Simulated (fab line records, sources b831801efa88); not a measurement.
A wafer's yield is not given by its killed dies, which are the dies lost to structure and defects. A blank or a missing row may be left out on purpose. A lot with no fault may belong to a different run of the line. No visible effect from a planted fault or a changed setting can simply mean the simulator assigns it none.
The tool behind it: which one? | flow gf180mcu | 12 lots (36 wafers sampled), 1 step of a 602-step route

WHAT EACH GAUGE READ, for each wafer
GF_V1_BOW_MEAS_05.
lot  | measured     | on            | V1_BOW (um)
L075 | day 17 17:05 | film_metro-02 | 82 77 82
L077 | day 18 15:01 | film_metro-01 | 78 81 76
L079 | day 19 12:59 | film_metro-01 | 99 88 92
L081 | day 20 12:13 | film_metro-04 | 90 80 96
L083 | day 21 05:19 | film_metro-01 | 86 82 86
L085 | day 21 17:16 | film_metro-02 | 91 86 99
L087 | day 22 05:37 | film_metro-04 | 85 84 75
L089 | day 23 02:14 | film_metro-02 | 89 83 84
L091 | day 23 15:19 | film_metro-01 | 87 83 79
L093 | day 24 03:57 | film_metro-04 | 82 79 71
L095 | day 24 22:34 | film_metro-04 | 95 87 89
L097 | day 25 10:10 | film_metro-02 | 91 84 78

WHICH TOOL RAN EACH LOT (tool, then ch and the chambers of the sampled wafers, then the start)
Before these readings, the record contains no process step.

THE ANSWER, worked out from the rows above alone
Rule: what is usual is taken from the lots themselves. The widest of any qualifying gaps counts: lots, ordered by their means at a reading, are off when they make up no more than a third of the lots, leave a main group of 4 or more, and stand apart from it by 3 or more times the standard deviation of that group's means. A main group is skipped when, at the precision printed for the reading in the tables above, its means are all equal. Also off: a lot with no number at a reading for which 4 or more lots have one. Where the step has rows for the other lots, those lots are counted as sound.
No lot is off at any reading shown: from this, nothing can be told.

WHAT THE SIMULATOR PUT IN
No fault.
